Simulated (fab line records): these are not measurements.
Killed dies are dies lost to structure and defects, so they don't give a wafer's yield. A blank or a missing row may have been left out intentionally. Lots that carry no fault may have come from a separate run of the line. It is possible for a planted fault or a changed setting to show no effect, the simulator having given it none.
One fault seen from 2 desks | flow sky130 | each desk holds nothing but its own numbers, with what lay behind them at the end

== FOR THE TOOL OWNER'S DESK: wetBench-04 ==
The tool's own readings at SKY_FIELD_ISO_WET_ETCH_30 (etches SiO2 in dHF, target depth 25 nm, time 50 s): means of the sampled wafers that have a number, for each lot that ran on this tool. Any lot whose mean is over 4 standard deviations away from the usual mean is out of limits and marked OUT; that distance is given in the brackets.
Columns: A = runLengthS at SKY_FIELD_ISO_WET_ETCH_30, usual 78.0 s
lot  | first seen here | A
L912 | day 3 12:25     | 76.6
L919 | day 4 23:53     | 53.3 (-8.5) OUT
L920 | day 5 06:08     | 53.2 (-8.6) OUT
This desk's verdict: out of limits on L919, L920, starting with L919 at day 4 23:53 (runLengthS at SKY_FIELD_ISO_WET_ETCH_30). L912 stayed within limits.

== AT THE METROLOGY DESK ==
What the gauges read, lot by lot, whatever tool the lot ran on: means of the sampled wafers that have a number. Any lot whose mean is over 4 standard deviations away from the usual mean is out of limits and marked OUT; that distance is given in the brackets.
Columns: A = FIELD_ISO_OXIDATION_01_THK at SKY_FIELD_ISO_THK_MEAS_23, usual 9.95 nm; B = FIELD_ISO_CVD_24_THK at SKY_FIELD_ISO_THK_MEAS_25, usual 598 nm; C = NWELL_OXIDATION_THK at SKY_NWELL_THK_MEAS_02, usual 9.95 nm; D = DNWELL_TW at SKY_DNWELL_TW_MEAS_09, usual 1113; E = PWDE_OVL at SKY_PWDE_OVL_MEAS_07, usual -0.7 nm; F = PWDE_TW at SKY_PWDE_TW_MEAS_10, usual 374
lot  | first seen here | A     | B   | C     | D    | E    | F
L912 | day 3 09:50     | 9.64  | 599 | 9.79  | 1119 | -0.7 | 377
L915 | day 4 00:09     | 9.97  | 598 | 10.07 | 1121 | -0.6 | 378
L919 | day 4 21:19     | 9.97  | 593 | 10.11 | 1105 | -0.6 | 378
L920 | day 5 03:33     | 9.57  | 593 | 9.88  | 1099 | -1.1 | 370
L927 | day 6 13:57     | 9.92  | 593 | 9.86  | 1130 | -0.9 | 369
L930 | day 7 09:25     | 10.10 | 602 | 10.01 | 1122 | -1.2 | 375
Result from this desk: across the 6 lots, nothing is out of limits.

== ALL TOGETHER ==
The tool owner's desk could have raised an alarm at day 4 23:53, on L919, L920.
Metrology desk: nothing out of limits seen.
The metrology desk holds a record of L919, L920, inside its limits.
SKY_FIELD_ISO_WET_ETCH_30 was run on wetBench-04 by each of the lots named.

== WHAT HAD BEEN PUT IN BY THE SIMULATOR ==
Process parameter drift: wetBench-04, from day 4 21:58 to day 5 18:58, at SKY_FIELD_ISO_WET_ETCH_30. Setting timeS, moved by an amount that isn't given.
Struck lots among those shown: L919, L920.
Delay in hours, fault start to first out-of-limits reading, by desk: the tool owner's desk at 2.
